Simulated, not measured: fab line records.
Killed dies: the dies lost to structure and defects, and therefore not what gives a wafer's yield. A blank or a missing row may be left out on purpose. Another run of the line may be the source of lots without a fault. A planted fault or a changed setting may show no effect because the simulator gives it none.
Matching of chambers | flow gf180mcu | rie-diel-04 running GF_SAB_ETCH_11: 4 sister chambers
The step etches SiO2 in C4F8/O2/Ar, target depth 55 nm, time 8.5 s. 18 wafers are shown with their chamber, then 9 later ones without.

== WAFERS, EACH WITH ITS CHAMBER ==
wafer  | chamber | oes-product-au (a.u.)
L110.1 | 0       | 0.988
L110.2 | 3       | 1.006
L110.4 | 1       | 0.988
L111.1 | 3       | 1.007
L111.5 | 3       | 1.015
L111.6 | 2       | 0.999
L112.3 | 1       | 0.997
L112.4 | 0       | 0.997
L112.6 | 3       | 1.006
L113.1 | 2       | 0.996
L113.3 | 0       | 1.012
L113.5 | 0       | 1.012
L117.1 | 2       | 0.995
L117.2 | 3       | 1.007
L117.4 | 0       | 0.996
L122.1 | 3       | 1.004
L122.3 | 0       | 0.995
L122.6 | 3       | 1.006

SIGNATURES (means of the wafers above)
reading        | chamber 0 | chamber 1 | chamber 2 | chamber 3 | scatter within a chamber
oes-product-au | 1.00000   | 0.99250   | 0.99667   | 1.00729   | 0.00658
Rule: for a wafer and a chamber, the distance is found by dividing, reading by reading, the gap between the wafer's reading and the chamber's mean by the reading's scatter, squaring, summing and taking the root. If the next closest chamber is less than 2 further off than the closest, the wafer can't be placed; otherwise it belongs to the closest. The scatter: the root of (the sum of the squares of (reading less its chamber's mean) over the shown wafers, divided by (wafers less chambers)).

== WAFERS WHOSE CHAMBER IS MISSING ==
wafer  | oes-product-au (a.u.)
L125.1 | 0.991
L125.3 | 1.005
L125.6 | 1.002
L129.2 | 1.000
L129.4 | 1.008
L129.6 | 1.003
L130.3 | 0.999
L130.5 | 1.007
L130.6 | 0.998

== THE CHAMBER EACH PASSED THROUGH ==
wafer  | from the rows above               | in truth
L125.1 | can't be placed: 1 or 2 or 0      | 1
L125.3 | can't be placed: 3 or 0 or 2 or 1 | 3
L125.6 | can't be placed: 0 or 3 or 2 or 1 | 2
L129.2 | can't be placed: 0 or 2 or 3 or 1 | 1
L129.4 | can't be placed: 3 or 0 or 2      | 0
L129.6 | can't be placed: 0 or 3 or 2 or 1 | 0
L130.3 | can't be placed: 0 or 2 or 1 or 3 | 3
L130.5 | can't be placed: 3 or 0 or 2      | 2
L130.6 | can't be placed: 2 or 0 or 1 or 3 | 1
Correctly placed: 0 of 9. Cannot be placed on the basis of these rows: 9; the candidates contain the true chamber in 9. Wrongly placed: 0.
